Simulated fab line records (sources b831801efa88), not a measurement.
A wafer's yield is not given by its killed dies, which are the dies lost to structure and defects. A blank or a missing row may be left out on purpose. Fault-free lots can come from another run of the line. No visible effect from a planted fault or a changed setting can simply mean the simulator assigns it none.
The tool behind it: which one? :: flow gf180mcu :: 24 lots with 72 wafers sampled at 5 steps, on a route of 602 steps

## WHAT EACH GAUGE READ, for each wafer
GF_V1_RS_MEAS_24: a four-point-probe measurement. Usual: V1_W_RS gives 0.324 ohm/sq (standard deviation 0.0068).
lot: L074
measured: day 18 06:40
on: film-metro-02
V1_W_RS (ohm/sq): 0.330 0.322 0.327
flag: 

lot: L075
measured: day 18 10:07
on: film-metro-03
V1_W_RS (ohm/sq): 0.314 0.315 0.328
flag: 

lot: L076
measured: day 18 21:30
on: film-metro-03
V1_W_RS (ohm/sq): 0.327 0.317 0.331
flag: 

lot: L077
measured: day 19 06:30
on: film-metro-02
V1_W_RS (ohm/sq): 0.326 0.318 0.313
flag: 

lot: L078
measured: day 19 16:11
on: film-metro-03
V1_W_RS (ohm/sq): 0.332 0.328 0.320
flag: 

lot: L080
measured: day 20 14:41
on: film-metro-01
V1_W_RS (ohm/sq): 0.322 0.332 0.323
flag: 

lot: L079
measured: day 20 15:38
on: film-metro-03
V1_W_RS (ohm/sq): 0.329 0.331 0.315
flag: 

lot: L081
measured: day 20 23:53
on: film-metro-03
V1_W_RS (ohm/sq): 0.330 0.327 0.315
flag: 

lot: L082
measured: day 21 07:16
on: film-metro-02
V1_W_RS (ohm/sq): 0.327 0.325 0.314
flag: 

lot: L083
measured: day 21 21:42
on: film-metro-01
V1_W_RS (ohm/sq): 0.327 0.328 0.320
flag: 

lot: L084
measured: day 22 07:34
on: film-metro-01
V1_W_RS (ohm/sq): 0.321 0.330 0.322
flag: 

lot: L085
measured: day 22 16:54
on: film-metro-02
V1_W_RS (ohm/sq): 0.328 0.313 0.326
flag: 

lot: L086
measured: day 22 21:35
on: film-metro-02
V1_W_RS (ohm/sq): 0.325 0.326 0.309
flag: 

lot: L087
measured: day 23 11:23
on: film-metro-02
V1_W_RS (ohm/sq): 0.332 0.315 0.331
flag: 

lot: L088
measured: day 23 12:29
on: film-metro-03
V1_W_RS (ohm/sq): 0.325 0.330 0.333
flag: 

lot: L089
measured: day 24 01:15
on: film-metro-03
V1_W_RS (ohm/sq): 0.331 0.334 0.315
flag: 

lot: L090
measured: day 24 13:35
on: film-metro-01
V1_W_RS (ohm/sq): 0.328 0.330 0.319
flag: 

lot: L091
measured: day 24 18:22
on: film-metro-03
V1_W_RS (ohm/sq): 0.325 0.326 0.313
flag: 

lot: L092
measured: day 24 23:41
on: film-metro-03
V1_W_RS (ohm/sq): 0.333 0.320 0.332
flag: 

lot: L094
measured: day 25 07:15
on: film-metro-03
V1_W_RS (ohm/sq): 0.315 0.316 0.330
flag: 

lot: L093
measured: day 25 12:40
on: film-metro-03
V1_W_RS (ohm/sq): 0.325 0.332 0.329
flag: 

lot: L095
measured: day 25 18:23
on: film-metro-03
V1_W_RS (ohm/sq): 0.326 0.324 0.313
flag: 

lot: L096
measured: day 26 04:11
on: film-metro-03
V1_W_RS (ohm/sq): 0.335 0.336 0.327
flag: 

lot: L097
measured: day 26 08:24
on: film-metro-02
V1_W_RS (ohm/sq): 0.322 0.327 0.325
flag: 

GF_MIM_RS_MEAS_10: a four-point-probe measurement. Usual: MIM_ALCU_RS gives 0.1605 ohm/sq (standard deviation 0.0018).
lot: L074
measured: day 24 18:08
on: film-metro-04
MIM_ALCU_RS (ohm/sq): 0.1591 0.1596 0.1588
flag: 

lot: L075
measured: day 24 18:08
on: film-metro-03
MIM_ALCU_RS (ohm/sq): 0.1579 0.1601 0.1591
flag: 

lot: L076
measured: day 25 03:18
on: film-metro-03
MIM_ALCU_RS (ohm/sq): 0.1583 0.1586 0.1595
flag: 

lot: L077
measured: day 25 11:59
on: film-metro-03
MIM_ALCU_RS (ohm/sq): 0.1585 0.1599 0.1595
flag: 

lot: L078
measured: day 25 20:16
on: film-metro-03
MIM_ALCU_RS (ohm/sq): 0.1615 0.1595 0.1607
flag: 

lot: L080
measured: day 26 16:11
on: film-metro-03
MIM_ALCU_RS (ohm/sq): 0.1616 0.1650 0.1642
flag: 

lot: L079
measured: day 26 18:04
on: film-metro-03
MIM_ALCU_RS (ohm/sq): 0.1629 0.1620 0.1616
flag: 

lot: L081
measured: day 27 00:52
on: film-metro-01
MIM_ALCU_RS (ohm/sq): 0.1593 0.1591 0.1614
flag: 

lot: L082
measured: day 27 05:03
on: film-metro-04
MIM_ALCU_RS (ohm/sq): 0.1595 0.1605 0.1604
flag: 

lot: L083
measured: day 27 20:11
on: film-metro-04
MIM_ALCU_RS (ohm/sq): 0.1631 0.1640 0.1623
flag: 

lot: L084
measured: day 28 02:54
on: film-metro-03
MIM_ALCU_RS (ohm/sq): 0.1579 0.1578 0.1589
flag: 

lot: L085
measured: day 28 10:07
on: film-metro-04
MIM_ALCU_RS (ohm/sq): 0.1610 0.1607 0.1607
flag: 

lot: L086
measured: day 28 15:55
on: film-metro-03
MIM_ALCU_RS (ohm/sq): 0.1606 0.1613 0.1617
flag: 

lot: L087
measured: day 29 01:20
on: film-metro-04
MIM_ALCU_RS (ohm/sq): 0.1614 0.1605 0.1586
flag: 

lot: L088
measured: day 29 02:56
on: film-metro-03
MIM_ALCU_RS (ohm/sq): 0.1592 0.1594 0.1607
flag: 

lot: L089
measured: day 29 14:50
on: film-metro-04
MIM_ALCU_RS (ohm/sq): 0.1623 0.1619 0.1617
flag: 

lot: L090
measured: day 30 00:52
on: film-metro-03
MIM_ALCU_RS (ohm/sq): 0.1569 0.1584 0.1597
flag: 

lot: L091
measured: day 30 06:40
on: film-metro-01
MIM_ALCU_RS (ohm/sq): 0.1577 0.1625 0.1610
flag: 

lot: L092
measured: day 30 11:23
on: film-metro-04
MIM_ALCU_RS (ohm/sq): 0.1590 0.1580 0.1598
flag: 

lot: L094
measured: day 30 15:53
on: film-metro-01
MIM_ALCU_RS (ohm/sq): 0.1636 0.1618 0.1609
flag: 

lot: L093
measured: day 30 21:10
on: film-metro-01
MIM_ALCU_RS (ohm/sq): 0.1605 0.1597 0.1598
flag: 

lot: L095
measured: day 31 02:05
on: film-metro-01
MIM_ALCU_RS (ohm/sq): 0.1615 0.1626 0.1640
flag: 

lot: L096
measured: day 31 10:23
on: film-metro-04
MIM_ALCU_RS (ohm/sq): 0.1632 0.1632 0.1643
flag: 

lot: L097
measured: day 31 12:43
on: film-metro-04
MIM_ALCU_RS (ohm/sq): 0.1606 0.1600 0.1599
flag: 

## EACH LOT AND THE TOOL THAT RAN IT (in order: tool; ch and the chambers of the sampled wafers; start)
lot: L074
GF_V4_CVD_23: cvd-w-01 ch 0,1, day 24 17:07
GF_MIM_SPUTTER_01: pvd-sputter-02, day 24 17:48
GF_MIM_CVD_05: pecvd-02 ch 0,1,2, day 24 17:55

lot: L075
GF_V4_CVD_23: cvd-w-02 ch 0,1, day 24 17:07
GF_MIM_SPUTTER_01: pvd-sputter-03, day 24 17:49
GF_MIM_CVD_05: pecvd-01 ch 0,1,2, day 24 17:56

lot: L076
GF_V4_CVD_23: cvd-w-02 ch 0,1, day 25 02:17
GF_MIM_SPUTTER_01: pvd-sputter-01, day 25 02:59
GF_MIM_CVD_05: pecvd-01 ch 1,2, day 25 03:07

lot: L077
GF_V4_CVD_23: cvd-w-02 ch 0,1, day 25 10:58
GF_MIM_SPUTTER_01: pvd-sputter-03, day 25 11:38
GF_MIM_CVD_05: pecvd-01 ch 0,1,2, day 25 11:45

lot: L078
GF_V4_CVD_23: cvd-w-01 ch 0, day 25 19:14
GF_MIM_SPUTTER_01: pvd-sputter-01, day 25 19:55
GF_MIM_CVD_05: pecvd-02 ch 1,2, day 25 20:02

lot: L080
GF_V4_CVD_23: cvd-w-01 ch 0,1, day 26 15:11
GF_MIM_SPUTTER_01: pvd-sputter-01, day 26 15:50
GF_MIM_CVD_05: pecvd-02 ch 0,1, day 26 15:58

lot: L079
GF_V4_CVD_23: cvd-w-01 ch 0,1, day 26 17:03
GF_MIM_SPUTTER_01: pvd-sputter-01, day 26 17:44
GF_MIM_CVD_05: pecvd-02 ch 0,1, day 26 17:52

lot: L081
GF_V4_CVD_23: cvd-w-02 ch 0,1, day 26 23:51
GF_MIM_SPUTTER_01: pvd-sputter-01, day 27 00:31
GF_MIM_CVD_05: pecvd-02 ch 0,1, day 27 00:38

lot: L082
GF_V4_CVD_23: cvd-w-02 ch 0, day 27 04:00
GF_MIM_SPUTTER_01: pvd-sputter-03, day 27 04:41
GF_MIM_CVD_05: pecvd-03 ch 0,1, day 27 04:49

lot: L083
GF_V4_CVD_23: cvd-w-02 ch 1, day 27 19:10
GF_MIM_SPUTTER_01: pvd-sputter-01, day 27 19:52
GF_MIM_CVD_05: pecvd-03 ch 0,1, day 27 19:59

lot: L084
GF_V4_CVD_23: cvd-w-02 ch 0,1, day 28 01:53
GF_MIM_SPUTTER_01: pvd-sputter-02, day 28 02:33
GF_MIM_CVD_05: pecvd-01 ch 0,1,2, day 28 02:40

lot: L085
GF_V4_CVD_23: cvd-w-01 ch 0,1, day 28 08:58
GF_MIM_SPUTTER_01: pvd-sputter-02, day 28 09:39
GF_MIM_CVD_05: pecvd-02 ch 0,1,2, day 28 09:47

lot: L086
GF_V4_CVD_23: cvd-w-02 ch 0,1, day 28 14:54
GF_MIM_SPUTTER_01: pvd-sputter-01, day 28 15:35
GF_MIM_CVD_05: pecvd-01 ch 0,1, day 28 15:43

lot: L087
GF_V4_CVD_23: cvd-w-02 ch 0,1, day 29 00:19
GF_MIM_SPUTTER_01: pvd-sputter-01, day 29 01:01
GF_MIM_CVD_05: pecvd-02 ch 0,1,2, day 29 01:08

lot: L088
GF_V4_CVD_23: cvd-w-01 ch 0,1, day 29 01:55
GF_MIM_SPUTTER_01: pvd-sputter-03, day 29 02:35
GF_MIM_CVD_05: pecvd-02 ch 0,1,2, day 29 02:42

lot: L089
GF_V4_CVD_23: cvd-w-01 ch 0,1, day 29 13:50
GF_MIM_SPUTTER_01: pvd-sputter-02, day 29 14:31
GF_MIM_CVD_05: pecvd-02 ch 0,1,2, day 29 14:38

lot: L090
GF_V4_CVD_23: cvd-w-01 ch 0,1, day 29 23:52
GF_MIM_SPUTTER_01: pvd-sputter-01, day 30 00:31
GF_MIM_CVD_05: pecvd-03 ch 0,1,2, day 30 00:38

lot: L091
GF_V4_CVD_23: cvd-w-02 ch 0,1, day 30 05:38
GF_MIM_SPUTTER_01: pvd-sputter-03, day 30 06:17
GF_MIM_CVD_05: pecvd-01 ch 0,1,2, day 30 06:25

lot: L092
GF_V4_CVD_23: cvd-w-02 ch 0,1, day 30 10:22
GF_MIM_SPUTTER_01: pvd-sputter-02, day 30 11:02
GF_MIM_CVD_05: pecvd-01 ch 0,1,2, day 30 11:09

lot: L094
GF_V4_CVD_23: cvd-w-01 ch 0,1, day 30 14:52
GF_MIM_SPUTTER_01: pvd-sputter-01, day 30 15:33
GF_MIM_CVD_05: pecvd-01 ch 1,2, day 30 15:40

lot: L093
GF_V4_CVD_23: cvd-w-02 ch 0,1, day 30 20:09
GF_MIM_SPUTTER_01: pvd-sputter-01, day 30 20:50
GF_MIM_CVD_05: pecvd-01 ch 0,2, day 30 20:58

lot: L095
GF_V4_CVD_23: cvd-w-02 ch 0,1, day 31 01:04
GF_MIM_SPUTTER_01: pvd-sputter-01, day 31 01:46
GF_MIM_CVD_05: pecvd-02 ch 0,2, day 31 01:53

lot: L096
GF_V4_CVD_23: cvd-w-02 ch 0,1, day 31 09:23
GF_MIM_SPUTTER_01: pvd-sputter-03, day 31 10:05
GF_MIM_CVD_05: pecvd-03 ch 0,1, day 31 10:12

lot: L097
GF_V4_CVD_23: cvd-w-01 ch 0, day 31 11:36
GF_MIM_SPUTTER_01: pvd-sputter-03, day 31 12:24
GF_MIM_CVD_05: pecvd-03 ch 0,1,2, day 31 12:31
- GF_V4_CVD_23: deposits W, target thk 350 nm, time 104.9 s.
- GF_MIM_SPUTTER_01: material TiN, target thk 30 nm, time 25 s.
- GF_MIM_CVD_05: deposits Si3N4, target thk 42 nm, time 29.086 s.

## WHAT THE TOOLS THEMSELVES READ (means of the sampled wafers that have a number; where no wafer has one, the mark that the record gives instead)
GF_V4_CVD_23. Usual: chamber-pressure-Torr 40.00 Torr, standard deviation 0.097; heater-power-w 882 W, standard deviation 53; susceptor-temp-C 399.98 C, standard deviation 0.21.
lot: L074
tool: cvd-w-01
chamber-pressure-Torr (Torr): 39.86
heater-power-w (W): 923
susceptor-temp-C (C): 400.18
flag: 

lot: L075
tool: cvd-w-02
chamber-pressure-Torr (Torr): 39.93
heater-power-w (W): 831
susceptor-temp-C (C): 399.95
flag: 

lot: L076
tool: cvd-w-02
chamber-pressure-Torr (Torr): 40.01
heater-power-w (W): 824
susceptor-temp-C (C): 399.92
flag: 

lot: L077
tool: cvd-w-02
chamber-pressure-Torr (Torr): 40.02
heater-power-w (W): 865
susceptor-temp-C (C): 400.18
flag: 

lot: L078
tool: cvd-w-01
chamber-pressure-Torr (Torr): 39.97
heater-power-w (W): 920
susceptor-temp-C (C): 400.02
flag: 

lot: L080
tool: cvd-w-01
chamber-pressure-Torr (Torr): 40.01
heater-power-w (W): 925
susceptor-temp-C (C): 399.80
flag: 

lot: L079
tool: cvd-w-01
chamber-pressure-Torr (Torr): 39.99
heater-power-w (W): 947
susceptor-temp-C (C): 399.87
flag: 

lot: L081
tool: cvd-w-02
chamber-pressure-Torr (Torr): 39.95
heater-power-w (W): 862
susceptor-temp-C (C): 399.95
flag: 

lot: L082
tool: cvd-w-02
chamber-pressure-Torr (Torr): 40.02
heater-power-w (W): 813
susceptor-temp-C (C): 399.89
flag: 

lot: L083
tool: cvd-w-02
chamber-pressure-Torr (Torr): 39.96
heater-power-w (W): 899
susceptor-temp-C (C): 399.79
flag: 

lot: L084
tool: cvd-w-02
chamber-pressure-Torr (Torr): 40.11
heater-power-w (W): 824
susceptor-temp-C (C): 399.90
flag: 

lot: L085
tool: cvd-w-01
chamber-pressure-Torr (Torr): 40.08
heater-power-w (W): 922
susceptor-temp-C (C): 400.04
flag: 

lot: L086
tool: cvd-w-02
chamber-pressure-Torr (Torr): 40.08
heater-power-w (W): 865
susceptor-temp-C (C): 399.89
flag: 

lot: L087
tool: cvd-w-02
chamber-pressure-Torr (Torr): 40.09
heater-power-w (W): 828
susceptor-temp-C (C): 399.97
flag: 

lot: L088
tool: cvd-w-01
chamber-pressure-Torr (Torr): 40.06
heater-power-w (W): 935
susceptor-temp-C (C): 399.89
flag: 

lot: L089
tool: cvd-w-01
chamber-pressure-Torr (Torr): 40.16
heater-power-w (W): 924
susceptor-temp-C (C): 400.00
flag: 

lot: L090
tool: cvd-w-01
chamber-pressure-Torr (Torr): 40.06
heater-power-w (W): 931
susceptor-temp-C (C): 399.74
flag: 

lot: L091
tool: cvd-w-02
chamber-pressure-Torr (Torr): 40.03
heater-power-w (W): 869
susceptor-temp-C (C): 400.22
flag: 

lot: L092
tool: cvd-w-02
chamber-pressure-Torr (Torr): 39.97
heater-power-w (W): 870
susceptor-temp-C (C): 400.00
flag: 

lot: L094
tool: cvd-w-01
chamber-pressure-Torr (Torr): 40.03
heater-power-w (W): 930
susceptor-temp-C (C): 400.07
flag: 

lot: L093
tool: cvd-w-02
chamber-pressure-Torr (Torr): 39.92
heater-power-w (W): 856
susceptor-temp-C (C): 399.90
flag: 

lot: L095
tool: cvd-w-02
chamber-pressure-Torr (Torr): 39.98
heater-power-w (W): 863
susceptor-temp-C (C): 399.87
flag: 

lot: L096
tool: cvd-w-02
chamber-pressure-Torr (Torr): 39.94
heater-power-w (W): 835
susceptor-temp-C (C): 400.04
flag: 

lot: L097
tool: cvd-w-01
chamber-pressure-Torr (Torr): 40.06
heater-power-w (W): 939
susceptor-temp-C (C): 400.09
flag: 

GF_MIM_SPUTTER_01. Usual: 30.6 % for throttle-valve-pct, sd 0.99.
lot: L074
tool: pvd-sputter-02
throttle-valve-pct (%): 29.8
flag: 

lot: L075
tool: pvd-sputter-03
throttle-valve-pct (%): 29.6
flag: 

lot: L076
tool: pvd-sputter-01
throttle-valve-pct (%): 30.6
flag: 

lot: L077
tool: pvd-sputter-03
throttle-valve-pct (%): 29.9
flag: 

lot: L078
tool: pvd-sputter-01
throttle-valve-pct (%): 31.9
flag: 

lot: L080
tool: pvd-sputter-01
throttle-valve-pct (%): 30.7
flag: 

lot: L079
tool: pvd-sputter-01
throttle-valve-pct (%): 31.5
flag: 

lot: L081
tool: pvd-sputter-01
throttle-valve-pct (%): 30.5
flag: 

lot: L082
tool: pvd-sputter-03
throttle-valve-pct (%): 29.3
flag: 

lot: L083
tool: pvd-sputter-01
throttle-valve-pct (%): 30.7
flag: 

lot: L084
tool: pvd-sputter-02
throttle-valve-pct (%): 29.6
flag: 

lot: L085
tool: pvd-sputter-02
throttle-valve-pct (%): 30.4
flag: 

lot: L086
tool: pvd-sputter-01
throttle-valve-pct (%): 30.4
flag: 

lot: L087
tool: pvd-sputter-01
throttle-valve-pct (%): 30.7
flag: 

lot: L088
tool: pvd-sputter-03
throttle-valve-pct (%): 30.5
flag: 

lot: L089
tool: pvd-sputter-02
throttle-valve-pct (%): 30.3
flag: 

lot: L090
tool: pvd-sputter-01
throttle-valve-pct (%): 30.5
flag: 

lot: L091
tool: pvd-sputter-03
throttle-valve-pct (%): 30.5
flag: 

lot: L092
tool: pvd-sputter-02
throttle-valve-pct (%): 29.4
flag: 

lot: L094
tool: pvd-sputter-01
throttle-valve-pct (%): 32.0
flag: 

lot: L093
tool: pvd-sputter-01
throttle-valve-pct (%): 30.7
flag: 

lot: L095
tool: pvd-sputter-01
throttle-valve-pct (%): 30.7
flag: 

lot: L096
tool: pvd-sputter-03
throttle-valve-pct (%): 30.6
flag: 

lot: L097
tool: pvd-sputter-03
throttle-valve-pct (%): 30.7
flag: 

GF_MIM_CVD_05. Usual: heater-power-w 619 W, standard deviation 67; susceptor-temp-C 385.00 C, standard deviation 0.22.
lot: L074
tool: pecvd-02
heater-power-w (W): 615
susceptor-temp-C (C): 385.10
flag: 

lot: L075
tool: pecvd-01
heater-power-w (W): 651
susceptor-temp-C (C): 384.76
flag: 

lot: L076
tool: pecvd-01
heater-power-w (W): 662
susceptor-temp-C (C): 385.16
flag: 

lot: L077
tool: pecvd-01
heater-power-w (W): 624
susceptor-temp-C (C): 385.00
flag: 

lot: L078
tool: pecvd-02
heater-power-w (W): 602
susceptor-temp-C (C): 385.28
flag: 

lot: L080
tool: pecvd-02
heater-power-w (W): 568
susceptor-temp-C (C): 384.93
flag: 

lot: L079
tool: pecvd-02
heater-power-w (W): 612
susceptor-temp-C (C): 385.07
flag: 

lot: L081
tool: pecvd-02
heater-power-w (W): 577
susceptor-temp-C (C): 384.97
flag: 

lot: L082
tool: pecvd-03
heater-power-w (W): 557
susceptor-temp-C (C): 384.93
flag: 

lot: L083
tool: pecvd-03
heater-power-w (W): 594
susceptor-temp-C (C): 385.14
flag: 

lot: L084
tool: pecvd-01
heater-power-w (W): 616
susceptor-temp-C (C): 385.13
flag: 

lot: L085
tool: pecvd-02
heater-power-w (W): 617
susceptor-temp-C (C): 385.01
flag: 

lot: L086
tool: pecvd-01
heater-power-w (W): 699
susceptor-temp-C (C): 384.86
flag: 

lot: L087
tool: pecvd-02
heater-power-w (W): 608
susceptor-temp-C (C): 385.05
flag: 

lot: L088
tool: pecvd-02
heater-power-w (W): 576
susceptor-temp-C (C): 384.86
flag: 

lot: L089
tool: pecvd-02
heater-power-w (W): 590
susceptor-temp-C (C): 385.20
flag: 

lot: L090
tool: pecvd-03
heater-power-w (W): 571
susceptor-temp-C (C): 385.05
flag: 

lot: L091
tool: pecvd-01
heater-power-w (W): 638
susceptor-temp-C (C): 384.95
flag: 

lot: L092
tool: pecvd-01
heater-power-w (W): 694
susceptor-temp-C (C): 385.00
flag: 

lot: L094
tool: pecvd-01
heater-power-w (W): 714
susceptor-temp-C (C): 384.99
flag: 

lot: L093
tool: pecvd-01
heater-power-w (W): 586
susceptor-temp-C (C): 384.48
flag: 

lot: L095
tool: pecvd-02
heater-power-w (W): 584
susceptor-temp-C (C): 385.03
flag: 

lot: L096
tool: pecvd-03
heater-power-w (W): 642
susceptor-temp-C (C): 385.03
flag: 

lot: L097
tool: pecvd-03
heater-power-w (W): 597
susceptor-temp-C (C): 384.99
flag: 

## THE ANSWER, worked out from the rows above alone
Rule: lot off if the mean of its wafers having a number is beyond 3 standard deviations from the usual mean. Also off: a lot with no number at a reading for which 4 or more lots have one. The other lots that the step has rows for count as sound. Order of review: gauges by route order, followed by the tools' own readings, for which a lot's mean as printed above is used. The first step at which some lot is off is used, and at that step the reading that is off furthest; a lot without a number counts as furthest.
Nothing can be told from this: no lot is off at any reading shown.

## WHAT THE SIMULATOR HAD PUT IN
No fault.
